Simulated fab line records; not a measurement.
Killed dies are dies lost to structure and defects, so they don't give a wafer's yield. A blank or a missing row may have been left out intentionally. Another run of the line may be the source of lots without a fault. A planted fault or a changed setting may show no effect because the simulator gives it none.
8D (eight disciplines) problem report, filled in by code    flow sfq_line    the parts of the form that need people (team, actions taken, sign-off) are left out

1. THE PROBLEM
run_length_s at SFQ_TRILAYER_C5_BARC_OPEN_VIA_ETCH_210 reads a mean of 72.0 s on 4 wafers of 2 lots; wafers without a fault read 70.1 s with a standard deviation of 0.39. Measured from the usual mean, that is +4.9 standard deviations.
The step: etches BARC in O2, target depth 125 nm, time 41.7 s.
First observed at day 72 05:08: wafer L509.1, on rie_diel-03. Wafers with a number at this step in the record: 40, from 14 lots. The rule behind "out" and "out of limits": a value lying over 4 standard deviations away from the usual mean. All remaining wafers that have a number are taken as sound.

2. WHAT IT IS; WHAT IT IS NOT
question                     is                      is not
which readings at this step  run_length_s            drypump_motor_current_A
which lots                   L509, L511              L492, L495, L496, L497, L498, L499, L500, L503, L506, L507, L512, L514
which wafers of those lots   all that have a number  -
read on which tools          rie_diel-03             rie_diel-02, rie_diel-04
when                         from day 72 05:08       up to then (30 sound wafers); but 6 sound wafers of L512, L514 came after

3. WHAT RULES OUT EACH SUSPECT
Counting: a tool at a process step up to the reading stays a suspect if it ran every lot that is out and no sound lot after the first of them.
- rie_diel-03 at SFQ_TRILAYER_C5_BARC_OPEN_VIA_ETCH_210 (etches BARC in O2, target depth 125 nm, time 41.7 s): kept. It ran every lot that is out, first L509 (day 72 05:08), and no sound lot after that; its last sound lot up to then is L506 (day 71 22:10). Its own readings are out on those wafers: run_length_s.
After counting, what remains is rie_diel-03 at SFQ_TRILAYER_C5_BARC_OPEN_VIA_ETCH_210.

4. THE CAUSE (what the simulator had put in)
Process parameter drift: rie_diel-03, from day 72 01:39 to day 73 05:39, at SFQ_TRILAYER_C5_BARC_OPEN_VIA_ETCH_210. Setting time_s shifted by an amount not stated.
Only this tool survived the counting.

5. THE CHAIN OF EFFECTS, in route order
Rows list readings where the struck wafers' mean (over those with a number) sits beyond 3 standard deviations from the usual. Only readings for which the record gives a usual standard deviation are gone through. hours: the time from each lot's start at the first step in this table that gives one to its start at this step, as a median over the lots. sigmas: the change in usual standard deviations.
hours  step                                    reading       usual   on struck wafers  change  sigmas
0      SFQ_TRILAYER_C5_BARC_OPEN_VIA_ETCH_210  run_length_s  70.1 s  72.0              +1.9    +4.9
The process steps in it:
- SFQ_TRILAYER_C5_BARC_OPEN_VIA_ETCH_210: etches BARC in O2, target depth 125 nm, time 41.7 s.

6. HOW IT WOULD HAVE BEEN CAUGHT EARLIER
3 hours passed between the start of the fault at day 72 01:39 and the first reading out of limits in this record, taken at day 72 05:08.
